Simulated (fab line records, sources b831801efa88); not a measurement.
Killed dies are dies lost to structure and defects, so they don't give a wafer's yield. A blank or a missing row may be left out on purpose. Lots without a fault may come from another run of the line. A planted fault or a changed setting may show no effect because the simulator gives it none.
Which tool did it? | flow gf180mcu | 22 lots, 66 wafers sampled, at 6 steps of a route of 602

WHAT THE GAUGES READ, wafer by wafer
The record holds no reading of a measuring or inspecting step that can be judged against a usual standard deviation.

WHICH TOOL RAN EACH LOT (tool, then ch and the chambers of the sampled wafers, then the start)
lot  | GF_M2_METAL_ETCH_16               | GF_M2_STRIP_17                       | GF_V3_ETCH_16                      | GF_M4_SPUTTER_02             | GF_M4_SPUTTER_03             | GF_PASSIVATION_ETCH_11
L074 | rie_metal-04 ch 0,1, day 19 03:40 | plasma_asher-01 ch 0,1, day 19 03:47 | rie_diel-01 ch 2,3, day 22 08:04   | pvd_sputter-04, day 22 09:34 | pvd_sputter-04, day 22 09:35 | rie_diel-01 ch 0,2,3, day 28 21:52
L075 | rie_metal-04 ch 0,1, day 19 11:07 | plasma_asher-01 ch 0,1, day 19 11:14 | rie_diel-01 ch 0,1,3, day 22 14:57 | pvd_sputter-01, day 22 16:28 | pvd_sputter-01, day 22 16:29 | rie_diel-03 ch 1,2,3, day 29 03:02
L076 | rie_metal-04 ch 1, day 19 21:03   | plasma_asher-02 ch 0,1, day 19 21:10 | rie_diel-03 ch 1,2, day 23 00:18   | pvd_sputter-04, day 23 01:47 | pvd_sputter-04, day 23 01:49 | rie_diel-03 ch 2,3, day 29 11:05
L077 | rie_metal-04 ch 0,1, day 20 03:13 | plasma_asher-04 ch 0,1, day 20 03:20 | rie_diel-04 ch 0,3, day 23 05:44   | pvd_sputter-04, day 23 07:16 | pvd_sputter-04, day 23 07:17 | rie_diel-01 ch 0,2,3, day 29 14:50
L078 | rie_metal-03 ch 0,1, day 20 16:13 | plasma_asher-04 ch 1, day 20 16:20   | rie_diel-04 ch 0,1,3, day 23 19:24 | pvd_sputter-04, day 23 20:53 | pvd_sputter-04, day 23 20:55 | rie_diel-03 ch 1,2,3, day 30 03:10
L079 | rie_metal-03 ch 0,1, day 21 08:02 | plasma_asher-02 ch 0,1, day 21 08:10 | rie_diel-01 ch 0,1,3, day 24 09:28 | pvd_sputter-04, day 24 11:03 | pvd_sputter-04, day 24 11:05 | rie_diel-01 ch 1,2,3, day 30 13:50
L080 | rie_metal-04 ch 0,1, day 21 15:39 | plasma_asher-01 ch 0,1, day 21 15:47 | rie_diel-03 ch 2,3, day 24 17:00   | pvd_sputter-01, day 24 18:31 | pvd_sputter-01, day 24 18:33 | rie_diel-03 ch 1,2,3, day 30 21:34
L081 | rie_metal-01 ch 0,1, day 22 00:38 | plasma_asher-04 ch 0,1, day 22 00:46 | rie_diel-03 ch 0,2,3, day 25 01:25 | pvd_sputter-01, day 25 02:55 | pvd_sputter-01, day 25 02:56 | rie_diel-04 ch 2,3, day 31 02:58
L083 | rie_metal-04 ch 0,1, day 22 14:35 | plasma_asher-01 ch 0,1, day 22 14:43 | rie_diel-04 ch 2,3, day 25 12:17   | pvd_sputter-02, day 25 13:49 | pvd_sputter-02, day 25 13:50 | rie_diel-01 ch 0,1,3, day 31 13:37
L084 | rie_metal-03 ch 0,1, day 23 08:50 | plasma_asher-02 ch 0,1, day 23 08:57 | rie_diel-01 ch 0,3, day 26 07:13   | pvd_sputter-04, day 26 08:43 | pvd_sputter-04, day 26 08:44 | rie_diel-04 ch 0,1,3, day 32 03:41
L085 | rie_metal-01 ch 1, day 23 12:33   | plasma_asher-02 ch 0,1, day 23 12:41 | rie_diel-03 ch 0,1,2, day 26 09:38 | pvd_sputter-04, day 26 11:09 | pvd_sputter-04, day 26 11:11 | rie_diel-03 ch 1,2,3, day 32 05:17
L086 | rie_metal-01 ch 0,1, day 23 15:41 | plasma_asher-02 ch 0,1, day 23 15:49 | rie_diel-01 ch 0,1,2, day 26 13:03 | pvd_sputter-01, day 26 14:37 | pvd_sputter-01, day 26 14:39 | rie_diel-04 ch 0,3, day 32 10:20
L087 | rie_metal-04 ch 0,1, day 23 23:02 | plasma_asher-04 ch 0,1, day 23 23:10 | rie_diel-04 ch 0,3, day 26 18:34   | pvd_sputter-02, day 26 20:17 | pvd_sputter-02, day 26 20:19 | rie_diel-04 ch 0,3, day 32 15:16
L088 | rie_metal-01 ch 0,1, day 24 07:12 | plasma_asher-02 ch 0,1, day 24 07:20 | rie_diel-03 ch 0,2,3, day 27 02:28 | pvd_sputter-01, day 27 03:58 | pvd_sputter-01, day 27 03:59 | rie_diel-01 ch 1,2, day 32 18:32
L090 | rie_metal-03 ch 0,1, day 24 20:16 | plasma_asher-01 ch 0,1, day 24 20:24 | rie_diel-04 ch 1,2,3, day 27 14:44 | pvd_sputter-01, day 27 16:14 | pvd_sputter-01, day 27 16:16 | rie_diel-01 ch 1,2,3, day 33 05:58
L091 | rie_metal-01 ch 0, day 25 01:41   | plasma_asher-02 ch 0,1, day 25 01:49 | rie_diel-03 ch 0,2,3, day 27 20:36 | pvd_sputter-02, day 27 22:08 | pvd_sputter-02, day 27 22:10 | rie_diel-03 ch 0,2, day 33 10:34
L092 | rie_metal-04 ch 0,1, day 25 12:24 | plasma_asher-02 ch 0,1, day 25 12:32 | rie_diel-03 ch 1,2,3, day 28 07:01 | pvd_sputter-02, day 28 08:31 | pvd_sputter-02, day 28 08:32 | rie_diel-03 ch 1,2,3, day 33 18:19
L093 | rie_metal-03 ch 0,1, day 25 23:33 | plasma_asher-01 ch 0,1, day 25 23:41 | rie_diel-03 ch 0,2,3, day 28 15:53 | pvd_sputter-01, day 28 17:27 | pvd_sputter-01, day 28 17:29 | rie_diel-01 ch 0,3, day 34 02:08
L094 | rie_metal-04 ch 0,1, day 26 07:06 | plasma_asher-04 ch 0,1, day 26 07:14 | rie_diel-03 ch 0,2,3, day 28 22:22 | pvd_sputter-02, day 28 23:55 | pvd_sputter-02, day 28 23:57 | rie_diel-01 ch 0,2, day 34 05:10
L095 | rie_metal-04 ch 1, day 26 14:08   | plasma_asher-02 ch 0,1, day 26 14:18 | rie_diel-01 ch 0,1,2, day 29 07:10 | pvd_sputter-02, day 29 08:39 | pvd_sputter-02, day 29 08:41 | rie_diel-01 ch 0,1,2, day 34 13:48
L096 | rie_metal-01 ch 1, day 26 23:31   | plasma_asher-04 ch 0,1, day 26 23:47 | rie_diel-03 ch 1,3, day 29 13:45   | pvd_sputter-04, day 29 15:16 | pvd_sputter-04, day 29 15:18 | rie_diel-03 ch 1,2,3, day 34 19:19
L097 | rie_metal-04 ch 1, day 27 00:24   | plasma_asher-01 ch 0,1, day 27 00:40 | rie_diel-01 ch 0,1,3, day 29 14:16 | pvd_sputter-01, day 29 15:49 | pvd_sputter-01, day 29 15:50 | rie_diel-04 ch 0,1,2, day 34 18:58
- GF_M2_METAL_ETCH_16: etches the open film in Cl2/BCl3, stops on SiO2, target depth 750.8 nm, time 125.1 s.
- GF_M2_STRIP_17: strips in O2/N2.
- GF_V3_ETCH_16: etches BARC in N2/H2.
- GF_M4_SPUTTER_02: material AlCu, target thk 450 nm, time 23.9 s.
- GF_M4_SPUTTER_03: material Ti, target thk 10 nm, time 6.7 s.
- GF_PASSIVATION_ETCH_11: etches the open film in CF4/O2, stops on TiN, target depth 2040 nm, time 453.3 s.

WHAT THE TOOLS THEMSELVES READ (means of the sampled wafers that have a number; where no wafer has one, the mark that the record gives instead)
GF_M2_METAL_ETCH_16.
lot  | tool         | bcl3_flow_sccm (sccm) | bias_w (W) | drypump_motor_current_A (A) | oes_product_au (a.u.) | rf_fwd_power_W (W) | throttle_valve_pct (%)
L074 | rie_metal-04 | 39.96                 | 139.8      | 5.3                         | 0.990                 | 793.2              | 28.230
L075 | rie_metal-04 | 39.86                 | 140.1      | 5.3                         | 0.990                 | 796.5              | 28.231
L076 | rie_metal-04 | 40.08                 | 140.0      | 5.6                         | 0.990                 | 794.8              | 28.228
L077 | rie_metal-04 | 39.94                 | 140.2      | 5.1                         | 0.984                 | 796.6              | 28.240
L078 | rie_metal-03 | 39.91                 | 140.0      | 6.2                         | 0.997                 | 797.1              | 28.232
L079 | rie_metal-03 | 39.92                 | 140.7      | 6.2                         | 0.993                 | 797.0              | 28.218
L080 | rie_metal-04 | 39.97                 | 140.0      | 5.4                         | 0.986                 | 795.1              | 28.232
L081 | rie_metal-01 | 40.01                 | 139.7      | 6.4                         | 0.993                 | 792.9              | 28.234
L083 | rie_metal-04 | 40.05                 | 139.8      | 5.4                         | 0.987                 | 799.5              | 28.222
L084 | rie_metal-03 | 40.11                 | 140.7      | 6.2                         | 0.991                 | 796.8              | 28.223
L085 | rie_metal-01 | 39.90                 | 140.0      | 6.4                         | 0.990                 | 797.0              | 28.222
L086 | rie_metal-01 | 39.81                 | 140.0      | 6.3                         | 0.987                 | 794.9              | 28.233
L087 | rie_metal-04 | 39.93                 | 140.2      | 5.4                         | 0.988                 | 795.2              | 28.231
L088 | rie_metal-01 | 39.98                 | 140.0      | 6.4                         | 0.988                 | 793.0              | 28.224
L090 | rie_metal-03 | 40.03                 | 139.9      | 6.2                         | 0.990                 | 794.7              | 28.232
L091 | rie_metal-01 | 39.90                 | 140.3      | 6.3                         | 0.997                 | 795.2              | 28.220
L092 | rie_metal-04 | 40.01                 | 139.7      | 5.4                         | 0.981                 | 795.6              | 28.238
L093 | rie_metal-03 | 40.04                 | 140.2      | 6.2                         | 0.994                 | 791.5              | 28.227
L094 | rie_metal-04 | 39.99                 | 139.9      | 5.3                         | 0.987                 | 797.6              | 28.238
L095 | rie_metal-04 | 40.04                 | 139.7      | 5.6                         | 0.992                 | 793.3              | 28.224
L096 | rie_metal-01 | 39.85                 | 140.1      | 6.4                         | 0.991                 | 793.3              | 28.229
L097 | rie_metal-04 | 40.07                 | 140.4      | 5.6                         | 0.985                 | 797.3              | 28.226

GF_M2_STRIP_17.
lot  | tool            | drypump_motor_current_A (A) | heater_power_w (W) | oes_product_au (a.u.) | platen_temp_c (C) | strip_time_to_endpoint_s (s)
L074 | plasma_asher-01 | 5.96                        | 349                | 0.540                 | 249.84            | 7.37
L075 | plasma_asher-01 | 5.88                        | 330                | 0.538                 | 249.85            | 7.38
L076 | plasma_asher-02 | 5.76                        | 331                | 0.539                 | 250.06            | 7.37
L077 | plasma_asher-04 | 5.66                        | 326                | 0.544                 | 250.05            | 7.41
L078 | plasma_asher-04 | 5.60                        | 335                | 0.537                 | 250.19            | 7.37
L079 | plasma_asher-02 | 5.76                        | 338                | 0.528                 | 249.90            | 7.32
L080 | plasma_asher-01 | 5.95                        | 351                | 0.538                 | 249.97            | 7.43
L081 | plasma_asher-04 | 5.62                        | 329                | 0.534                 | 249.93            | 7.37
L083 | plasma_asher-01 | 5.86                        | 335                | 0.537                 | 250.16            | 7.39
L084 | plasma_asher-02 | 5.93                        | 319                | 0.532                 | 250.17            | 7.33
L085 | plasma_asher-02 | 5.91                        | 322                | 0.536                 | 250.06            | 7.34
L086 | plasma_asher-02 | 5.76                        | 338                | 0.538                 | 250.01            | 7.34
L087 | plasma_asher-04 | 5.61                        | 329                | 0.536                 | 250.09            | 7.37
L088 | plasma_asher-02 | 5.89                        | 323                | 0.532                 | 250.00            | 7.31
L090 | plasma_asher-01 | 5.84                        | 335                | 0.538                 | 250.05            | 7.38
L091 | plasma_asher-02 | 5.77                        | 330                | 0.529                 | 250.18            | 7.30
L092 | plasma_asher-02 | 5.93                        | 322                | 0.542                 | 250.02            | 7.43
L093 | plasma_asher-01 | 5.92                        | 347                | 0.538                 | 249.99            | 7.45
L094 | plasma_asher-04 | 5.66                        | 332                | 0.537                 | 250.01            | 7.42
L095 | plasma_asher-02 | 5.91                        | 322                | 0.544                 | 249.90            | 7.39
L096 | plasma_asher-04 | 5.62                        | 326                | 0.538                 | 250.13            | 7.37
L097 | plasma_asher-01 | 5.87                        | 337                | 0.539                 | 249.94            | 7.41

GF_V3_ETCH_16.
lot  | tool        | bias_w (W) | drypump_motor_current_A (A) | oes_product_au (a.u.) | rf_fwd_power_W (W) | throttle_valve_pct (%)
L074 | rie_diel-01 | 99.9       | 5.6                         | 0.857                 | 493.7              | 13.222
L075 | rie_diel-01 | 99.9       | 5.9                         | 0.851                 | 492.5              | 13.229
L076 | rie_diel-03 | 99.9       | 5.4                         | 0.853                 | 494.5              | 13.224
L077 | rie_diel-04 | 100.4      | 5.7                         | 0.855                 | 493.0              | 13.218
L078 | rie_diel-04 | 99.8       | 5.9                         | 0.852                 | 494.8              | 13.221
L079 | rie_diel-01 | 99.9       | 5.9                         | 0.852                 | 493.2              | 13.218
L080 | rie_diel-03 | 99.8       | 6.0                         | 0.858                 | 494.9              | 13.218
L081 | rie_diel-03 | 99.8       | 5.8                         | 0.854                 | 493.4              | 13.233
L083 | rie_diel-04 | 100.2      | 5.2                         | 0.850                 | 497.3              | 13.229
L084 | rie_diel-01 | 100.1      | 6.1                         | 0.856                 | 495.1              | 13.239
L085 | rie_diel-03 | 100.0      | 5.5                         | 0.855                 | 495.6              | 13.233
L086 | rie_diel-01 | 100.0      | 5.7                         | 0.858                 | 493.1              | 13.226
L087 | rie_diel-04 | 99.6       | 5.7                         | 0.854                 | 496.5              | 13.234
L088 | rie_diel-03 | 100.1      | 5.8                         | 0.854                 | 494.4              | 13.220
L090 | rie_diel-04 | 100.1      | 5.6                         | 0.856                 | 494.9              | 13.210
L091 | rie_diel-03 | 99.9       | 5.8                         | 0.856                 | 494.1              | 13.219
L092 | rie_diel-03 | 99.9       | 5.7                         | 0.854                 | 494.3              | 13.220
L093 | rie_diel-03 | 100.0      | 5.8                         | 0.852                 | 494.9              | 13.223
L094 | rie_diel-03 | 100.1      | 5.8                         | 0.855                 | 494.6              | 13.223
L095 | rie_diel-01 | 100.3      | 5.7                         | 0.851                 | 493.3              | 13.225
L096 | rie_diel-03 | 99.5       | 5.9                         | 0.856                 | 495.1              | 13.231
L097 | rie_diel-01 | 99.9       | 5.9                         | 0.853                 | 493.4              | 13.224

GF_M4_SPUTTER_02.
lot  | tool           | throttle_valve_pct (%)
L074 | pvd_sputter-04 | 29.7
L075 | pvd_sputter-01 | 30.4
L076 | pvd_sputter-04 | 29.3
L077 | pvd_sputter-04 | 29.6
L078 | pvd_sputter-04 | 29.5
L079 | pvd_sputter-04 | 29.7
L080 | pvd_sputter-01 | 30.3
L081 | pvd_sputter-01 | 29.7
L083 | pvd_sputter-02 | 29.1
L084 | pvd_sputter-04 | 29.3
L085 | pvd_sputter-04 | 29.5
L086 | pvd_sputter-01 | 30.4
L087 | pvd_sputter-02 | 29.0
L088 | pvd_sputter-01 | 29.9
L090 | pvd_sputter-01 | 30.8
L091 | pvd_sputter-02 | 29.3
L092 | pvd_sputter-02 | 29.5
L093 | pvd_sputter-01 | 30.7
L094 | pvd_sputter-02 | 29.8
L095 | pvd_sputter-02 | 29.2
L096 | pvd_sputter-04 | 29.8
L097 | pvd_sputter-01 | 29.9

GF_M4_SPUTTER_03.
lot  | tool           | throttle_valve_pct (%)
L074 | pvd_sputter-04 | 29.5
L075 | pvd_sputter-01 | 30.4
L076 | pvd_sputter-04 | 29.3
L077 | pvd_sputter-04 | 29.7
L078 | pvd_sputter-04 | 29.3
L079 | pvd_sputter-04 | 29.7
L080 | pvd_sputter-01 | 30.3
L081 | pvd_sputter-01 | 29.9
L083 | pvd_sputter-02 | 29.1
L084 | pvd_sputter-04 | 29.4
L085 | pvd_sputter-04 | 29.3
L086 | pvd_sputter-01 | 30.5
L087 | pvd_sputter-02 | 29.0
L088 | pvd_sputter-01 | 29.8
L090 | pvd_sputter-01 | 30.7
L091 | pvd_sputter-02 | 29.3
L092 | pvd_sputter-02 | 29.7
L093 | pvd_sputter-01 | 30.7
L094 | pvd_sputter-02 | 29.7
L095 | pvd_sputter-02 | 29.2
L096 | pvd_sputter-04 | 29.5
L097 | pvd_sputter-01 | 29.9

GF_PASSIVATION_ETCH_11.
lot  | tool        | bias_w (W) | drypump_motor_current_A (A) | oes_product_au (a.u.) | rf_fwd_power_W (W) | throttle_valve_pct (%)
L074 | rie_diel-01 | 150.2      | 5.8                         | 0.985                 | 799.8              | 5.969
L075 | rie_diel-03 | 149.9      | 5.7                         | 0.988                 | 800.2              | 5.962
L076 | rie_diel-03 | 149.9      | 6.0                         | 0.997                 | 801.6              | 5.970
L077 | rie_diel-01 | 149.6      | 5.8                         | 0.990                 | 801.3              | 5.965
L078 | rie_diel-03 | 150.7      | 5.7                         | 0.992                 | 799.5              | 5.966
L079 | rie_diel-01 | 149.4      | 5.6                         | 0.992                 | 800.6              | 5.967
L080 | rie_diel-03 | 149.5      | 5.7                         | 0.992                 | 797.0              | 5.968
L081 | rie_diel-04 | 149.8      | 5.4                         | 0.987                 | 798.6              | 5.957
L083 | rie_diel-01 | 150.0      | 5.9                         | 0.987                 | 797.9              | 5.969
L084 | rie_diel-04 | 149.9      | 5.9                         | 0.994                 | 798.1              | 5.968
L085 | rie_diel-03 | 149.7      | 5.7                         | 0.989                 | 797.1              | 5.957
L086 | rie_diel-04 | 149.5      | 5.7                         | 0.993                 | 798.3              | 5.971
L087 | rie_diel-04 | 150.2      | 5.8                         | 0.993                 | 794.9              | 5.964
L088 | rie_diel-01 | 150.0      | 5.6                         | 0.988                 | 797.1              | 5.975
L090 | rie_diel-01 | 149.9      | 5.6                         | 0.991                 | 798.4              | 5.961
L091 | rie_diel-03 | 150.4      | 5.6                         | 0.990                 | 797.2              | 5.964
L092 | rie_diel-03 | 149.8      | 5.7                         | 0.991                 | 797.8              | 5.966
L093 | rie_diel-01 | 150.1      | 5.9                         | 0.988                 | 799.4              | 5.967
L094 | rie_diel-01 | 149.9      | 5.9                         | 0.992                 | 797.9              | 5.969
L095 | rie_diel-01 | 150.1      | 5.7                         | 0.989                 | 797.5              | 5.967
L096 | rie_diel-03 | 150.2      | 5.7                         | 0.986                 | 797.3              | 5.972
L097 | rie_diel-04 | 150.1      | 5.7                         | 0.992                 | 797.7              | 5.971

THE ANSWER, worked out from the rows above alone
Rule: what is usual is taken from the lots themselves. Put in order of their means at a reading, lots are off if they are a third of the lots or fewer, leave a main group of 4 or more, and stand apart from it by a gap of 3 or more times the standard deviation of the main group's means; of several such gaps the widest counts. A main group whose means are all the same, to the digits that the tables above print for the reading, isn't used. A lot without any number at a reading at which 4 lots or more have one is off too. The other lots that the step has rows for count as sound. The gauges are gone through in route order, then the tools' own readings, and for those a lot's mean is taken as printed above. The first step at which some lot is off is used, and at that step the reading that is off furthest; a lot without a number counts as furthest.
No lot is off at any reading shown: from this, nothing can be told.

WHAT THE SIMULATOR HAD PUT IN
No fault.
